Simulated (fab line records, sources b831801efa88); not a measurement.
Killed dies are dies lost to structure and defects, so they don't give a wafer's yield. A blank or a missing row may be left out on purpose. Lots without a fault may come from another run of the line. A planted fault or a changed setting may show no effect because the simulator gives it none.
fab line records | flow sky130
record lots=7 wafers=18 last_day=49
route steps=708 shown LDD_N@237 LDD_P@255 LDD_HVN@267 LDD_HVP@278 PASSIVATION@684 PAD_OPEN@708
lots that met no fault: from a run of the same line without faults
start_h: hours from the record's first day to the start of the lot's first wafer shown | wait_h: hours since the lot's step before | " the same as in the row above | L1.1+2: a row that stands for several wafers | - no value, or no start given | * or withheld: withheld | < > ~ a bound
route shown NAME@n: a module of which the file shows steps, and the number in the route of the first | usual: mean/standard deviation of fault-free wafers | same: alike in all rows | chamber/n: place in a boat | sites: the reading at each site | _std_site: their standard deviation | _edge_site: outer sites' mean less inner sites' | radius_mm: how far each site lies from the wafer's centre | mask NAME#n: copy n | behind: the tool/chamber that last shaped the wafer | hold: why the lot was held/for how many hours/how that ended | device: the transistor (n, p or np) that didn't switch | end of line: the same wafers' tests at the end of the route | a step without rows: its recipe alone | killed: dies lost to structure and defects at the first sort, not the wafer's yield | map: a wafer's dies, x killed, . not, _ none there
set.NAME: the setting as run; set.NAME@STEP: as run at that earlier step | model.NAME: the simulator's own value behind a step, which no gauge read
lots at some steps of the route; a table a step, a row a wafer
services: from which hour (start_h, from the record's first day; less than 0 if before it) a tool's chamber was out of use, for how many hours, and why
## steps
# step SKY_LDD_N_DEHYDRATE_00
# recipe temp_c=200 time_s=60
# step SKY_LDD_N_HMDS_01
# recipe prime_time_s=60 prime_temp_c=120
# step SKY_LDD_N_COAT_02
# recipe resist=NOVOLAK spin_rpm=3000 resist_thk_nm=300
# step SKY_LDD_N_SOFTBAKE_03
# recipe temp_c=90 time_s=60 resist=NOVOLAK
# step SKY_LDD_N_EXPOSE_04
# recipe mask_id=NTM target_cd_nm=840 na=0.6 source_shape=conventional sigma_outer=0.6 dose_mj=110
# step SKY_LDD_N_PEB_05
# recipe temp_c=withheld time_s=* resist=NOVOLAK
# step SKY_LDD_N_DEVELOP_06
# recipe develop_time_s=60 dev_temp_c=23
# step SKY_LDD_N_OVL_MEAS_07
# usual LDD_N_OVL=-0.7/1.6
# columns lot.wafer tool chamber start_h wait_h LDD_N_OVL[nm]
L591.2 overlay-02 - 418.20 0.1 1.3
L591.4 " - " " -0.3
L591.6 " - " " -1.2
L598.2 overlay-02 - 485.70 0.1 1.5
L598.4 " - " " 3.1
L599.2 overlay-02 - 496.55 0.1 -1.3
L599.4 " - " " 0.0
L601.2 overlay-02 - 513.40 0.1 -0.7
L601.4 " - " " 0.5
L604.1 overlay-02 - 528.45 0.1 -0.6
L604.2 " - " " 1.1
L604.5 " - " " -1.6
L606.1 overlay-01 - 543.49 0.1 2.1
L606.5 " - " " 0.9
L606.6 " - " " 1.9
L607.2 overlay-02 - 559.35 0.1 -0.9
L607.3 " - " " -0.6
L607.4 " - " " -0.7
# step SKY_LDD_N_IMPLANT_08
# recipe species=As energy_kev=20 dose_cm2=7.5e+13 tilt_deg=withheld rotation_deg=23
# step SKY_LDD_N_IMPLANT_09
# recipe species=As energy_kev=20 dose_cm2=7.5e+13 tilt_deg=withheld rotation_deg=113
# step SKY_LDD_N_IMPLANT_10
# recipe species=As energy_kev=20 dose_cm2=7.5e+13 tilt_deg=withheld rotation_deg=203
# step SKY_LDD_N_IMPLANT_11
# recipe species=As energy_kev=20 dose_cm2=7.5e+13 tilt_deg=withheld rotation_deg=293
# step SKY_LDD_N_IMPLANT_12
# recipe species=BF2 energy_kev=50 dose_cm2=5e+12 tilt_deg=30 rotation_deg=0
# usual beam_on_s=10.00/0.18 faraday_current_uA=28.2/0.51
# columns lot.wafer tool chamber start_h wait_h beam_on_s faraday_current_uA
L591.2 implanter-01 0 418.85 0.1 10.01 28.1
L591.4 " 0 " " 10.06 28.1
L591.6 " 0 " " 10.27 27.4
L598.2 implanter-01 0 486.36 0.1 10.01 28.2
L598.4 " 0 " " 13.73 20.6
L599.2 implanter-01 0 497.20 0.1 9.97 28.3
L599.4 " 0 " " 13.92 20.3
L601.2 implanter-01 0 514.05 0.1 9.75 28.9
L601.4 " 0 " " 13.74 20.5
L604.1 implanter-03 0 529.08 0.1 9.74 28.9
L604.2 " 0 " " 10.08 28.0
L604.5 " 0 " " 10.11 27.9
L606.1 implanter-02 0 544.13 0.1 10.03 28.1
L606.5 " 0 " " 9.90 28.4
L606.6 " 0 " " 9.81 28.6
L607.2 implanter-02 0 560.01 0.1 9.70 28.9
L607.3 " 0 " " 9.98 28.3
L607.4 " 0 " " 10.09 28.0
# step SKY_LDD_N_IMPLANT_13
# recipe species=BF2 energy_kev=50 dose_cm2=5e+12 tilt_deg=30 rotation_deg=90
# step SKY_LDD_N_IMPLANT_14
# recipe species=BF2 energy_kev=50 dose_cm2=5e+12 tilt_deg=30 rotation_deg=180
# step SKY_LDD_N_IMPLANT_15
# recipe species=BF2 energy_kev=50 dose_cm2=5e+12 tilt_deg=30 rotation_deg=270
# step SKY_LDD_N_STRIP_16
# recipe chemistry=O2/N2 power_w=1400 pressure_mtorr=1500 platen_temp_c=withheld o2_flow_sccm=3000 n2_flow_sccm=300 overash_fraction=0.5
# usual chamber_pressure_mTorr=1499.8/1.4 drypump_motor_current_A=5.8/0.47 oes_product_au=0.407/0.0047 strip_time_to_endpoint_s=4.316/0.015
# columns lot.wafer tool chamber start_h wait_h chamber_pressure_mTorr drypump_motor_current_A oes_product_au rf_hours_counter_h strip_time_to_endpoint_s
L591.2 plasma_asher-02 0 419.43 0.1 1503.1 6.3 0.403 73 4.307
L591.4 " 1 " " 1501.0 6.5 0.409 - 4.307
L591.6 " 1 " " 1501.6 6.5 0.404 - 4.289
L598.2 plasma_asher-02 1 486.93 0.1 1499.3 6.4 0.401 81 4.305
L598.4 " 0 " " 1499.2 6.3 0.407 - 4.332
L599.2 plasma_asher-01 0 497.78 0.1 1498.4 5.5 0.400 39 4.320
L599.4 " 0 " " 1499.9 5.5 0.408 - 4.324
L601.2 plasma_asher-01 0 514.63 0.1 1502.6 5.5 0.417 41 4.347
L601.4 " 1 " " 1498.9 5.5 0.399 - 4.338
L604.1 plasma_asher-02 0 529.68 0.1 1500.3 6.3 0.404 85 4.328
L604.2 " 1 " " 1500.9 6.5 0.413 85 4.343
L604.5 " 0 " " 1499.2 6.3 0.412 - 4.341
L606.1 plasma_asher-01 0 544.73 0.1 1499.3 5.5 0.406 44 4.306
L606.5 " 1 " " 1502.0 5.4 0.401 - 4.300
L606.6 " 0 " " 1497.3 5.5 0.410 - 4.319
L607.2 plasma_asher-01 0 560.58 0.1 1500.1 5.5 0.408 46 4.335
L607.3 " 0 " " 1498.1 5.5 0.409 - 4.334
L607.4 " 1 " " 1498.1 5.4 0.406 - 4.320
# step SKY_LDD_N_TW_MEAS_17
# usual LDD_N_TW=2593/19
# columns lot.wafer tool chamber start_h wait_h LDD_N_TW
L591.2 film_metro-01 - 419.54 0.1 2624
L591.4 " - " " 2634
L591.6 " - " " 2614
L598.2 film_metro-02 - 487.04 0.1 2593
L598.4 " - " " 2589
L599.2 film_metro-01 - 497.89 0.1 2607
L599.4 " - " " 2620
L601.2 film_metro-03 - 514.74 0.1 2588
L601.4 " - " " 2587
L604.1 film_metro-02 - 529.78 0.1 2582
L604.2 " - " " 2581
L604.5 " - " " 2588
L606.1 film_metro-02 - 544.83 0.1 2583
L606.5 " - " " 2585
L606.6 " - " " 2577
L607.2 film_metro-01 - 560.69 0.1 2617
L607.3 " - " " 2627
L607.4 " - " " 2611
# step SKY_LDD_P_DEHYDRATE_00
# recipe temp_c=200 time_s=60
# step SKY_LDD_P_HMDS_01
# recipe prime_time_s=60 prime_temp_c=120
# step SKY_LDD_P_COAT_02
# recipe resist=NOVOLAK spin_rpm=3000 resist_thk_nm=1140
# step SKY_LDD_P_SOFTBAKE_03
# recipe temp_c=90 time_s=60 resist=NOVOLAK
# step SKY_LDD_P_EXPOSE_04
# recipe mask_id=PSDM na=0.6 source_shape=conventional sigma_outer=0.6 polarization=unpolarized target_cd_nm=380 dose_mj=138
# step SKY_LDD_P_PEB_05
# recipe temp_c=withheld time_s=* resist=NOVOLAK
# step SKY_LDD_P_DEVELOP_06
# recipe resist=NOVOLAK developer=TMAH develop_time_s=60 dev_temp_c=23
# step SKY_LDD_P_CD_MEAS_07
# recipe target_cd_nm=380
# usual cd_nm=380.6/2.8
# columns lot.wafer tool chamber start_h wait_h cd_nm
L591.2 cd_sem-02 - 449.36 0.1 378.9
L591.4 " - " " 378.9
L591.6 " - " " 377.7
L598.2 cd_sem-02 - 517.23 0.1 381.2
L598.4 " - " " 382.3
L599.2 cd_sem-01 - 527.91 0.1 380.3
L599.4 " - " " 378.8
L601.2 cd_sem-02 - 544.18 0.1 386.9
L601.4 " - " " 387.4
L604.1 cd_sem-01 - 559.84 0.1 378.1
L604.2 " - " " 374.5
L604.5 " - " " 379.5
L606.1 cd_sem-02 - 574.59 0.1 378.9
L606.5 " - " " 379.6
L606.6 " - " " 381.2
L607.2 cd_sem-02 - 589.11 0.1 380.2
L607.3 " - " " 378.7
L607.4 " - " " 377.8
# step SKY_LDD_P_OVL_MEAS_08
# usual LDD_P_OVL=0.2/1.5
# columns lot.wafer tool chamber start_h wait_h LDD_P_OVL[nm]
L591.2 overlay-02 - 449.47 0.1 -0.1
L591.4 " - " " 0.7
L591.6 " - " " 0.7
L598.2 overlay-01 - 517.33 0.1 -2.2
L598.4 " - " " -1.5
L599.2 overlay-02 - 528.02 0.1 0.1
L599.4 " - " " 0.0
L601.2 overlay-01 - 544.28 0.1 0.4
L601.4 " - " " -0.3
L604.1 overlay-02 - 559.96 0.1 0.2
L604.2 " - " " -0.8
L604.5 " - " " 0.4
L606.1 overlay-02 - 574.71 0.1 2.6
L606.5 " - " " 1.9
L606.6 " - " " 3.2
L607.2 overlay-01 - 589.22 0.1 -0.9
L607.3 " - " " -0.1
L607.4 " - " " -0.4
# step SKY_LDD_P_IMPLANT_09
# recipe species=BF2 energy_kev=25 dose_cm2=1e+13 tilt_deg=withheld
# step SKY_LDD_P_STRIP_10
# recipe chemistry=O2/N2 power_w=1400 pressure_mtorr=1500 platen_temp_c=withheld o2_flow_sccm=3000 n2_flow_sccm=300 overash_fraction=0.5
# usual chamber_pressure_mTorr=1500.0/1.4 drypump_motor_current_A=5.8/0.47 oes_product_au=0.716/0.0045 strip_time_to_endpoint_s=14.16/0.047
# columns lot.wafer tool chamber start_h wait_h chamber_pressure_mTorr drypump_motor_current_A oes_product_au rf_hours_counter_h strip_time_to_endpoint_s
L591.2 plasma_asher-03 1 449.65 0.1 1500.1 5.7 0.722 2 14.18
L591.4 " 1 " " 1498.5 5.7 0.722 - 14.21
L591.6 " 1 " " 1498.9 5.7 0.711 - 14.17
L598.2 plasma_asher-03 1 517.51 0.1 1500.5 5.7 0.711 9 14.15
L598.4 " 1 " " 1501.1 5.7 0.726 - 14.15
L599.2 plasma_asher-03 0 528.20 0.1 1499.4 5.3 0.710 10 14.16
L599.4 " 0 " " 1501.7 5.3 0.714 - 14.14
L601.2 plasma_asher-04 0 544.46 0.1 1498.8 5.1 0.720 68 14.16
L601.4 " 1 " " 1502.3 5.7 0.721 - 14.11
L604.1 plasma_asher-02 0 560.15 0.1 1498.6 6.3 0.718 88 14.12
L604.2 " 1 " " 1499.6 6.4 0.713 88 14.17
L604.5 " 1 " " 1499.1 6.4 0.711 - 14.12
L606.1 plasma_asher-03 0 574.90 0.1 1497.5 5.3 0.718 15 14.12
L606.5 " 1 " " 1499.9 5.7 0.712 - 14.12
L606.6 " 0 " " 1498.3 5.3 0.724 - 14.14
L607.2 plasma_asher-02 0 589.40 0.1 1497.7 6.2 0.712 91 14.14
L607.3 " 0 " " 1497.8 6.2 0.716 - 14.19
L607.4 " 1 " " 1500.5 6.5 0.716 - 14.18
# step SKY_LDD_P_TW_MEAS_11
# usual LDD_P_TW=639/4.1
# columns lot.wafer tool chamber start_h wait_h LDD_P_TW
L591.2 film_metro-04 - 449.76 0.1 639
L591.4 " - " " 640
L591.6 " - " " 641
L598.2 film_metro-03 - 517.62 0.1 635
L598.4 " - " " 635
L599.2 film_metro-01 - 528.31 0.1 645
L599.4 " - " " 644
L601.2 film_metro-03 - 544.57 0.1 635
L601.4 " - " " 636
L604.1 film_metro-03 - 560.25 0.1 636
L604.2 " - " " 636
L604.5 " - " " 638
L606.1 film_metro-03 - 575.00 0.1 633
L606.5 " - " " 638
L606.6 " - " " 634
L607.2 film_metro-04 - 589.51 0.1 638
L607.3 " - " " 638
L607.4 " - " " 637
# step SKY_LDD_HVN_DEHYDRATE_00
# recipe temp_c=200 time_s=60
# step SKY_LDD_HVN_HMDS_01
# recipe prime_time_s=60 prime_temp_c=120
# step SKY_LDD_HVN_COAT_02
# recipe resist=NOVOLAK spin_rpm=3000 resist_thk_nm=300
# step SKY_LDD_HVN_SOFTBAKE_03
# recipe temp_c=90 time_s=60 resist=NOVOLAK
# step SKY_LDD_HVN_EXPOSE_04
# recipe mask_id=HVNTM na=0.6 source_shape=conventional sigma_outer=0.6 polarization=unpolarized target_cd_nm=700 dose_mj=127
# step SKY_LDD_HVN_PEB_05
# recipe temp_c=withheld time_s=* resist=NOVOLAK
# step SKY_LDD_HVN_DEVELOP_06
# recipe resist=NOVOLAK developer=TMAH develop_time_s=60 dev_temp_c=23
# step SKY_LDD_HVN_OVL_MEAS_07
# usual LDD_HVN_OVL=-0.4/1.1
# columns lot.wafer tool chamber start_h wait_h LDD_HVN_OVL[nm]
L591.2 overlay-01 - 480.30 0.1 0.7
L591.4 " - " " -0.1
L591.6 " - " " 0.5
L598.2 overlay-02 - 547.66 0.1 -0.6
L598.4 " - " " 0.4
L599.2 overlay-02 - 558.10 0.1 0.8
L599.4 " - " " -2.5
L601.2 overlay-01 - 574.20 0.1 1.0
L601.4 " - " " 0.6
L604.1 overlay-01 - 588.79 0.1 -0.9
L604.2 " - " " 0.8
L604.5 " - " " -0.2
L606.1 overlay-01 - 604.39 0.1 -0.8
L606.5 " - " " 0.5
L606.6 " - " " -1.3
L607.2 overlay-01 - 618.65 0.1 0.8
L607.3 " - " " 0.0
L607.4 " - " " 0.1
# step SKY_LDD_HVN_IMPLANT_08
# recipe species=P energy_kev=60 dose_cm2=3e+13 tilt_deg=40
# step SKY_LDD_HVN_STRIP_09
# recipe chemistry=O2/N2 power_w=1400 pressure_mtorr=1500 platen_temp_c=withheld o2_flow_sccm=3000 n2_flow_sccm=300 overash_fraction=0.5
# usual chamber_pressure_mTorr=1500.1/1.5 drypump_motor_current_A=5.8/0.44 oes_product_au=0.408/0.0044 strip_time_to_endpoint_s=4.134/0.013
# columns lot.wafer tool chamber start_h wait_h chamber_pressure_mTorr drypump_motor_current_A oes_product_au rf_hours_counter_h strip_time_to_endpoint_s
L591.2 plasma_asher-01 0 480.48 0.1 1498.4 5.5 0.406 37 4.135
L591.4 " 1 " " 1501.1 5.5 0.410 - 4.147
L591.6 " 0 " " 1500.3 5.5 0.410 - 4.151
L598.2 plasma_asher-02 1 547.84 0.1 1500.8 6.4 0.408 87 4.162
L598.4 " 1 " " 1502.4 6.4 0.407 - 4.147
L599.2 plasma_asher-02 1 558.28 0.1 1499.4 6.5 0.405 88 4.138
L599.4 " 1 " " 1499.7 6.5 0.416 - 4.141
L601.2 plasma_asher-02 1 574.38 0.1 1501.1 6.4 0.416 90 4.144
L601.4 " 1 " " 1501.3 6.4 0.424 - 4.122
L604.1 plasma_asher-01 0 588.98 0.1 1499.6 5.5 0.406 49 4.129
L604.2 " 1 " " 1499.4 5.4 0.409 49 4.144
L604.5 " 1 " " 1500.5 5.4 0.408 - 4.132
L606.1 plasma_asher-03 0 604.58 0.1 1495.5 5.3 0.412 18 4.124
L606.5 " 0 " " 1499.6 5.3 0.405 - 4.116
L606.6 " 1 " " 1501.4 5.7 0.408 - 4.129
L607.2 plasma_asher-02 1 618.83 0.1 1499.3 6.4 0.414 94 4.145
L607.3 " 1 " " 1499.3 6.5 0.406 - 4.160
L607.4 " 0 " " 1497.7 6.3 0.418 - 4.138
# step SKY_LDD_HVN_TW_MEAS_10
# usual LDD_HVN_TW=1442/8.5
# columns lot.wafer tool chamber start_h wait_h LDD_HVN_TW
L591.2 film_metro-03 - 480.59 0.1 1424
L591.4 " - " " 1429
L591.6 " - " " 1433
L598.2 film_metro-02 - 547.95 0.1 1440
L598.4 " - " " 1438
L599.2 film_metro-02 - 558.39 0.1 1442
L599.4 " - " " 1451
L601.2 film_metro-04 - 574.49 0.1 1448
L601.4 " - " " 1448
L604.1 film_metro-04 - 589.08 0.1 1433
L604.2 " - " " 1436
L604.5 " - " " 1433
L606.1 film_metro-04 - 604.68 0.1 1455
L606.5 " - " " 1457
L606.6 " - " " 1447
L607.2 film_metro-04 - 618.94 0.1 1459
L607.3 " - " " 1450
L607.4 " - " " 1450
# step SKY_LDD_HVP_DEHYDRATE_00
# recipe temp_c=200 time_s=60
# step SKY_PASSIVATION_THK_MEAS_03
# recipe reads=Si3N4_of_PASSIVATION_CVD_02
# usual PASSIVATION_CVD_02_THK=541/7.9
# columns lot.wafer tool chamber start_h wait_h hold PASSIVATION_CVD_02_THK[nm]
L591.2 film_metro-04 - 1043.07 - - 541
L591.4 " - " " - 543
L591.6 " - " " - 554
L598.2 film_metro-04 - 1091.54 - await_dispo/0.2h/release 537
L598.4 " - " " await_dispo/0.2h/release 547
L598.2 film_metro-04 - 1091.77 0.2 - 537
L598.4 " - " " - 547
L599.2 film_metro-02 - 1099.09 - - 533
L599.4 " - " " - 546
L601.2 film_metro-02 - 1112.56 - await_dispo/0.2h/release 533
L601.4 " - " " await_dispo/0.2h/release 532
L601.2 film_metro-02 - 1112.79 0.2 - 532
L601.4 " - " " - 532
L604.1 film_metro-04 - 1118.93 - - 540
L604.2 " - " " - 541
L604.5 " - " " - 542
L606.1 film_metro-02 - 1130.56 - - 541
L606.5 " - " " - 542
L606.6 " - " " - 549
L607.2 film_metro-04 - 1138.56 - - 537
L607.3 " - " " - 534
L607.4 " - " " - 553
# step SKY_PASSIVATION_DEHYDRATE_04
# recipe temp_c=200 time_s=60
# usual resist_line_temp_C=22.99/0.11
# columns lot.wafer tool chamber start_h wait_h hold resist_line_temp_C
L591.2 litho_track-03 0 1053.47 10.4 - 23.05
L591.4 " 0 " " - 23.17
L591.6 " 0 " " - 22.95
L598.2 litho_track-03 0 1100.72 8.9 await_dispo/3.3h/release 23.04
L598.4 " 0 " " await_dispo/3.3h/release 23.07
L599.2 litho_track-01 0 1108.77 9.7 - 23.05
L599.4 " 0 " " - 22.91
L601.2 litho_track-01 0 1121.97 9.2 await_dispo/5.9h/release 22.93
L601.4 " 0 " " await_dispo/5.9h/release 23.19
L604.1 litho_track-03 0 1128.30 9.4 - 23.09
L604.2 " 0 " " - 22.88
L604.5 " 0 " " - 23.01
L606.1 litho_track-03 0 1139.25 8.7 - 23.11
L606.5 " 0 " " - 23.10
L606.6 " 0 " " - 23.21
L607.2 litho_track-03 0 1147.52 9.0 - 22.96
L607.3 " 0 " " - 22.94
L607.4 " 0 " " - 23.01
# step SKY_PAD_OPEN_PROBE_99
# usual killed_at_M0_to_M3=45/6.9 killed_at_M4_up=3.1/1.7 killed_at_contacts=24/5.7 killed_at_front_end=15/4.6 killed_at_other=0.3/0.57 killed_dies=87/10 killed_open=48/7.4 killed_short=39/6.7
# same gross_dies=492 killed_at_back_side=0
# columns lot.wafer tool chamber start_h wait_h killed_at_M0_to_M3 killed_at_M4_up killed_at_contacts killed_at_front_end killed_at_other killed_dies killed_open killed_short model.etest.nfet_01v8_lvt.vt_sat_v model.etest.sram_nfet_pass.vt_sat_v model.etest.nfet_01v8.vt_sat_v model.etest.nfet_01v8_lvt.vt_v model.etest.nfet_01v8.vt_v
L591.2 prober-01 - 1088.63 0.1 55 5 29 11 0 100 55 45 0.5351 0.5536 0.6566 0.6194 0.7162
L591.4 prober-01 - 1088.73 0.2 52 3 35 18 0 108 54 54 0.5546 0.5906 0.6688 0.6235 0.7159
L591.6 prober-01 - 1088.83 0.2 62 3 34 23 0 122 65 57 0.5491 0.5591 0.6594 0.6271 0.713
L598.2 prober-01 - 1134.12 0.1 42 5 32 18 1 98 61 37 0.5445 0.5715 0.6559 0.6171 0.709
L598.4 prober-01 - 1134.22 0.2 43 3 30 17 0 93 55 38 0.5707 0.598 0.6745 0.6222 0.713
L599.2 prober-02 - 1139.90 0.1 31 2 17 18 0 68 40 28 0.5422 0.5842 0.647 0.6133 0.699
L599.4 prober-02 - 1140.00 0.2 38 3 23 10 1 75 43 32 0.5761 0.6109 0.676 0.6316 0.715
L601.2 prober-02 - 1153.21 0.1 40 2 18 16 0 76 50 26 0.5442 0.5737 0.6479 0.6076 0.6947
L601.4 prober-02 - 1153.31 0.2 33 3 21 18 0 75 41 34 0.5794 0.5769 0.6757 0.6315 0.7108
L604.1 prober-01 - 1159.17 0.1 40 3 19 20 0 82 41 41 0.5259 0.5512 0.6325 0.602 0.6859
L604.2 prober-01 - 1159.22 0.1 44 4 15 16 0 79 59 20 0.5441 0.5661 0.6452 0.6097 0.6923
L604.5 prober-01 - 1159.37 0.2 59 6 24 12 2 103 63 40 0.5286 0.5572 0.634 0.596 0.6851
L606.1 prober-01 - 1169.31 0.1 47 5 28 17 0 97 54 43 0.5363 0.5738 0.6477 0.6097 0.6996
L606.5 prober-01 - 1169.51 0.2 38 1 25 16 1 81 40 41 0.5346 0.548 0.644 0.6051 0.6982
L606.6 prober-01 - 1169.56 0.2 43 3 24 11 0 81 53 28 0.5345 0.5851 0.6478 0.6083 0.6987
L607.2 prober-02 - 1177.62 0.1 44 3 16 20 0 83 40 43 0.5386 0.5613 0.6564 0.6153 0.7105
L607.3 prober-02 - 1177.67 0.2 45 6 23 12 0 86 40 46 0.5302 0.576 0.6525 0.6219 0.714
L607.4 prober-02 - 1177.72 0.2 53 1 19 13 0 86 51 35 0.5192 0.5693 0.6446 0.6106 0.7035
# killed by level:class
L591.2 VIA1:geometric_particle:open=9 CONTACT:geometric_particle:open=8 LI_CONTACT:geometric_particle:open=8 METAL1:geometric_particle:short=8 VIA2:geometric_particle:open=8 LOCAL_INTERCONNECT:geometric_particle:short=7 METAL2:geometric_particle:open=6 VIA3:geometric_particle:open=6
L591.4 CONTACT:geometric_particle:open=13 VIA1:geometric_particle:open=10 LI_CONTACT:geometric_particle:open=9 VIA3:geometric_particle:open=9 VIA2:geometric_particle:short=7 CONTACT:geometric_particle:short=7 METAL1:geometric_particle:short=7 VIA1:geometric_particle:short=6
L591.6 VIA3:geometric_particle:open=12 VIA1:geometric_particle:open=12 VIA2:geometric_particle:open=10 METAL1:geometric_particle:short=10 FIELD_ISO:geometric_particle:open=9 CONTACT:geometric_particle:open=9 CONTACT:geometric_particle:short=9 LI_CONTACT:geometric_particle:open=6
L598.2 VIA1:geometric_particle:open=17 CONTACT:geometric_particle:open=12 FIELD_ISO:geometric_particle:open=7 VIA2:geometric_particle:open=7 LOCAL_INTERCONNECT:geometric_particle:short=6 CONTACT:geometric_particle:short=6 LI_CONTACT:geometric_particle:open=5 VIA1:geometric_particle:short=4
L598.4 VIA1:geometric_particle:open=17 CONTACT:geometric_particle:open=10 LI_CONTACT:geometric_particle:open=9 VIA1:geometric_particle:short=7 VIA3:geometric_particle:open=6 POLY_GATE:geometric_particle:short=5 FIELD_ISO:geometric_particle:short=4 LOCAL_INTERCONNECT:geometric_particle:short=4
L599.2 VIA1:geometric_particle:open=8 CONTACT:geometric_particle:open=7 FIELD_ISO:geometric_particle:open=6 VIA3:geometric_particle:open=6 FIELD_ISO:geometric_particle:short=5 POLY_GATE:geometric_particle:short=5 METAL1:geometric_particle:short=5 LI_CONTACT:geometric_particle:open=4
L599.4 CONTACT:geometric_particle:open=14 METAL1:geometric_particle:short=7 VIA2:geometric_particle:open=6 VIA1:geometric_particle:open=5 VIA3:geometric_particle:open=4 FIELD_ISO:geometric_particle:open=3 POLY_GATE:geometric_particle:short=3 LOCAL_INTERCONNECT:geometric_particle:short=3
L601.2 POLY_GATE:geometric_particle:open=9 VIA3:geometric_particle:open=9 CONTACT:geometric_particle:open=9 VIA2:geometric_particle:open=8 VIA1:geometric_particle:open=8 LOCAL_INTERCONNECT:geometric_particle:short=6 VIA2:geometric_particle:short=5 METAL2:geometric_particle:short=4
L601.4 CONTACT:geometric_particle:open=14 VIA3:geometric_particle:open=9 VIA1:geometric_particle:short=7 POLY_GATE:geometric_particle:short=5 POLY_GATE:geometric_particle:open=5 METAL1:geometric_particle:short=5 LI_CONTACT:geometric_particle:short=5 FIELD_ISO:geometric_particle:open=4
L604.1 VIA1:geometric_particle:open=11 POLY_GATE:geometric_particle:short=8 CONTACT:geometric_particle:open=8 CONTACT:geometric_particle:short=6 VIA2:geometric_particle:open=5 VIA3:geometric_particle:open=5 FIELD_ISO:geometric_particle:short=4 METAL1:geometric_particle:short=4
L604.2 VIA1:geometric_particle:open=11 VIA2:geometric_particle:open=10 LI_CONTACT:geometric_particle:open=9 VIA3:geometric_particle:open=9 FIELD_ISO:geometric_particle:open=5 POLY_GATE:geometric_particle:open=4 METAL2:geometric_particle:short=3 METAL1:geometric_particle:short=3
L604.5 VIA1:geometric_particle:open=20 LI_CONTACT:geometric_particle:open=9 VIA2:geometric_particle:open=9 VIA3:geometric_particle:open=9 CONTACT:geometric_particle:open=7 METAL1:geometric_particle:short=7 POLY_GATE:geometric_particle:open=5 METAL4:geometric_particle:short=5
L606.1 VIA1:geometric_particle:open=16 CONTACT:geometric_particle:open=14 METAL2:geometric_particle:short=8 CONTACT:geometric_particle:short=7 POLY_GATE:geometric_particle:open=6 POLY_GATE:geometric_particle:short=5 METAL1:geometric_particle:short=4 VIA1:geometric_particle:short=4
L606.5 VIA1:geometric_particle:open=10 CONTACT:geometric_particle:open=8 CONTACT:geometric_particle:short=7 FIELD_ISO:geometric_particle:open=6 METAL1:geometric_particle:short=6 FIELD_ISO:geometric_particle:short=5 VIA3:geometric_particle:short=4 LI_CONTACT:geometric_particle:open=4
L606.6 CONTACT:geometric_particle:open=13 VIA1:geometric_particle:open=11 VIA3:geometric_particle:open=10 METAL1:geometric_particle:short=6 VIA2:geometric_particle:open=5 POLY_GATE:geometric_particle:short=4 METAL4:geometric_particle:short=3 POLY_GATE:geometric_particle:open=3
L607.2 VIA1:geometric_particle:open=14 LOCAL_INTERCONNECT:geometric_particle:short=9 POLY_GATE:geometric_particle:open=7 VIA1:geometric_particle:short=6 FIELD_ISO:geometric_particle:short=4 METAL1:geometric_particle:short=4 METAL2:geometric_particle:short=4 VIA3:geometric_particle:open=4
L607.3 CONTACT:geometric_particle:open=8 VIA3:geometric_particle:open=8 VIA1:geometric_particle:open=7 METAL1:geometric_particle:short=6 POLY_GATE:geometric_particle:short=6 VIA2:geometric_particle:open=6 LI_CONTACT:geometric_particle:open=5 LOCAL_INTERCONNECT:geometric_particle:short=5
L607.4 VIA1:geometric_particle:open=12 METAL1:geometric_particle:short=8 VIA2:geometric_particle:open=8 METAL2:geometric_particle:short=7 CONTACT:geometric_particle:open=6 VIA3:geometric_particle:open=6 POLY_GATE:geometric_particle:open=5 VIA3:geometric_particle:short=5
## services
# columns tool chamber start_h hours kind
implanter-02 - 395.81 1.4 repair
plasma_asher-03 - 421.25 9.0 pm
implanter-02 - 444.63 2.2 pm
plasma_asher-01 - 487.32 1.2 repair
plasma_asher-02 - 531.71 1.1 repair
plasma_asher-01 - 603.11 4.4 repair
plasma_asher-01 - 640.17 4.0 repair
plasma_asher-02 - 733.77 9.0 pm
implanter-01 - 836.45 3.0 repair
plasma_asher-03 - 849.01 2.8 pm
plasma_asher-02 - 851.93 4.4 repair
implanter-01 - 857.87 6.0 pm
plasma_asher-02 - 878.65 6.3 repair
plasma_asher-03 - 887.08 0.5 repair
plasma_asher-03 - 950.35 3.7 repair
plasma_asher-01 - 973.34 0.6 repair
plasma_asher-02 - 1001.97 5.1 repair
implanter-01 - 1012.57 1.7 repair
implanter-01 - 1060.06 2.1 repair
implanter-01 - 1066.96 1.5 repair
plasma_asher-01 - 1069.34 1.6 repair
plasma_asher-02 - 1072.80 1.4 repair
implanter-01 - 1103.98 10.0 repair
implanter-01 - 1125.93 16.1 repair
## key
first_sign step=SKY_LDD_N_IMPLANT_12 reading=beam_on_s direction=up sigmas=21 usual=10.00 struck=13.80
effect step=SKY_LDD_N_IMPLANT_12 reading=faraday_current_uA direction=down sigmas=15 usual=28.2 struck=20.5
model_effect step=SKY_PAD_OPEN_PROBE_99 value=etest.nfet_01v8_lvt.vt_sat_v without=0.5376 struck=0.5754
met_at SKY_LDD_N_IMPLANT_12
struck_wafers L598.4,L599.4,L601.4
tester_left_out L598,L599,L601
onset_between 418.85 486.36
fault kind=process_parameter_drift tool=implanter-01 chamber=- onset_h=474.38 steps=SKY_LDD_N_IMPLANT_12 channel=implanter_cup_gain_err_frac offset=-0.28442 shape=step end_h=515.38 scope=struck_wafers_only
# tester_left_out: of these lots the tester's yield and bins aren't shown, on N5 and GAA mostly nor the transistor test; their killed dies are dies lost to structure and defects alone, not to doping, threshold or leakage, so they don't give the yield
